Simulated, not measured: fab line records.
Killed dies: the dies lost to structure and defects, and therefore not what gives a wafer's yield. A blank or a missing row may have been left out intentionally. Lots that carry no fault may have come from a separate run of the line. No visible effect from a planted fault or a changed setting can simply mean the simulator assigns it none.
Which of the tools did it? -- flow sky130 -- Sampling: 12 lots, 36 wafers, 4 of 708 route steps

WHAT EACH GAUGE READ, for each wafer
SKY_PASSIVATION_THK_MEAS_01. Usual: PASSIVATION_CVD_00_THK gives 89.8 nm (standard deviation 1.2).
lot,measured,on,PASSIVATION_CVD_00_THK (nm),flag
L151,day 43 23:15,film_metro-02,88.6 88.7 89.2,
L152,day 44 00:57,film_metro-02,87.5 89.4 90.0,
L153,day 44 05:53,film_metro-03,90.1 90.7 90.3,
L155,day 44 06:31,film_metro-01,89.5 91.5 90.5,
L168,day 48 05:30,film_metro-02,89.3 88.2 91.0,
L167,day 48 07:10,film_metro-02,89.3 90.6 90.8,
L169,day 48 06:57,film_metro-03,88.3 88.8 90.0,
L170,day 48 09:06,film_metro-03,88.7 90.4 90.6,
L172,day 48 20:57,film_metro-01,89.8 92.0 91.8,

WHAT TOOL EACH LOT RAN ON (gives the tool, then ch and the chambers of the sampled wafers, and finally the start)
lot,SKY_METAL4_ETCH_16,SKY_METAL4_ETCH_17,SKY_VIA4_CMP_21
L151,"rie_metal-02 ch 0,1, day 41 21:36","rie_diel-03 ch 0,3, day 41 21:42","cmp-01 ch 2,3, day 42 23:13"
L152,"rie_metal-03 ch 0,1, day 41 22:33","rie_diel-02 ch 1,3, day 41 22:39","cmp-01 ch 0,3, day 43 01:09"
L153,"rie_metal-04 ch 0,1, day 42 02:49","rie_diel-04 ch 1,2, day 42 02:55","cmp-01 ch 0,1,2, day 43 05:19"
L155,"rie_metal-04 ch 0,1, day 42 04:40","rie_diel-02 ch 0,1, day 42 04:46","cmp-01 ch 0,2,3, day 43 07:01"
L163,"rie_metal-04 ch 0,1, day 44 18:58","rie_diel-02 ch 0,2,3, day 44 19:04","cmp-01 ch 1,2,3, day 45 18:11"
L164,"rie_metal-03 ch 0,1, day 45 03:45","rie_diel-02 ch 0,3, day 45 03:51","cmp-01 ch 1,2, day 46 03:40"
L165,"rie_metal-02 ch 0,1, day 45 12:38","rie_diel-03 ch 0,1, day 45 12:44","cmp-01 ch 0,1,2, day 46 12:24"
L168,"rie_metal-04 ch 0,1, day 46 10:56","rie_diel-03 ch 0,1,2, day 46 11:02","cmp-01 ch 1,2, day 47 08:59"
L167,"rie_metal-03 ch 0,1, day 46 11:23","rie_diel-02 ch 0,1,3, day 46 11:28","cmp-01 ch 0,2,3, day 47 10:33"
L169,"rie_metal-03 ch 0,1, day 46 11:43","rie_diel-04 ch 1,2, day 46 11:49","cmp-02 ch 0,1,3, day 47 10:32"
L170,"rie_metal-04 ch 0,1, day 46 14:51","rie_diel-02 ch 1,2,3, day 46 14:57","cmp-01 ch 2,3, day 47 13:27"
L172,"rie_metal-02 ch 0,1, day 47 04:24","rie_diel-03 ch 2,3, day 47 04:30","cmp-02 ch 0,1,3, day 48 01:40"
- SKY_METAL4_ETCH_16: etches BARC in N2/H2, stops on SiO2, time 88.2 s, target depth 60 nm.
- SKY_METAL4_ETCH_17: etches SiO2 in C4F8/O2/Ar, stops on TiN, time 3.9 s, target depth 15 nm.
- SKY_VIA4_CMP_21: polishes, stops on SiO2, t overpolish 25 s, target thk 0 nm.

AS READ BY THE TOOLS THEMSELVES (means over the sampled wafers that have a number; for cases with no such wafer, the mark the record gives instead)
SKY_METAL4_ETCH_16. Usual: drypump_motor_current_A 5.9 A, standard deviation 0.35; oes_product_au 0.625 a.u., standard deviation 0.0044; throttle_valve_pct 13.205 %, standard deviation 0.0095.
lot,tool,drypump_motor_current_A (A),oes_product_au (a.u.),throttle_valve_pct (%),flag
L151,rie_metal-02,5.8,0.626,13.208,
L152,rie_metal-03,5.7,0.624,13.207,
L153,rie_metal-04,6.4,0.625,13.206,
L155,rie_metal-04,6.2,0.626,13.196,
L163,rie_metal-04,6.5,0.627,13.196,
L164,rie_metal-03,5.7,0.622,13.205,
L165,rie_metal-02,5.8,0.627,13.202,
L168,rie_metal-04,6.5,0.626,13.201,
L167,rie_metal-03,5.7,0.623,13.195,
L169,rie_metal-03,5.8,0.627,13.201,
L170,rie_metal-04,6.2,0.623,13.200,
L172,rie_metal-02,5.8,0.627,13.203,

SKY_METAL4_ETCH_17. Usual: oes_product_au at 0.752 a.u., with a standard deviation of 0.0079.
lot,tool,oes_product_au (a.u.),flag
L151,rie_diel-03,0.757,
L152,rie_diel-02,0.747,
L153,rie_diel-04,0.743,
L155,rie_diel-02,0.755,
L163,rie_diel-02,0.752,
L164,rie_diel-02,0.748,
L165,rie_diel-03,0.755,
L168,rie_diel-03,0.751,
L167,rie_diel-02,0.746,
L169,rie_diel-04,0.747,
L170,rie_diel-02,0.759,
L172,rie_diel-03,0.747,

SKY_VIA4_CMP_21. Usual: edge_zone_pressure_frac 1.000, standard deviation 0.0051; head_pressure_psi 3.500 psi, standard deviation 0.0071; motor_current_A 11.6 A, standard deviation 1.1; overpolish_run_s 25.001 s, standard deviation 0.0094; time_to_endpoint_s 125 s, standard deviation 4.8.
lot,tool,edge_zone_pressure_frac,head_pressure_psi (psi),motor_current_A (A),overpolish_run_s (s),time_to_endpoint_s (s),flag
L151,cmp-01,0.992,3.502,11.4,25.008,130,
L152,cmp-01,0.999,3.506,10.2,25.005,131,
L153,cmp-01,1.001,3.511,11.3,25.003,126,
L155,cmp-01,0.998,3.496,11.3,25.000,122,
L163,cmp-01,-,-,-,-,-,OFF
L164,cmp-01,-,-,-,-,-,OFF
L165,cmp-01,-,-,-,-,-,OFF
L168,cmp-01,1.003,3.503,12.2,25.003,126,
L167,cmp-01,0.996,3.507,11.3,24.999,127,
L169,cmp-02,0.998,3.497,12.3,25.000,124,
L170,cmp-01,0.998,3.505,11.8,25.003,130,
L172,cmp-02,0.996,3.501,12.2,25.001,124,

THE ANSWER, worked out from the rows above alone
Rule: a lot is off if the mean of its wafers that have a number lies more than 3 standard deviations from the usual mean. A lot without any number at a reading at which 4 lots or more have one is off too. Any other lot the step has rows for is counted as sound. After the gauges, taken in route order, come the tools' own readings; for these a lot's mean is taken, as printed above. At the first step where some lot is off, the reading lying furthest off is the one used; lots without a number count as furthest.
Off: L163, L164, L165 (SKY_VIA4_CMP_21, edge_zone_pressure_frac). Without a number there: L163, L164, L165.
If a tool, at that step or one of the process steps before it, ran each lot that is off and ran no sound lot following the first of them, it fits. None of those tried fits.

WHAT WAS PUT IN BY THE SIMULATOR
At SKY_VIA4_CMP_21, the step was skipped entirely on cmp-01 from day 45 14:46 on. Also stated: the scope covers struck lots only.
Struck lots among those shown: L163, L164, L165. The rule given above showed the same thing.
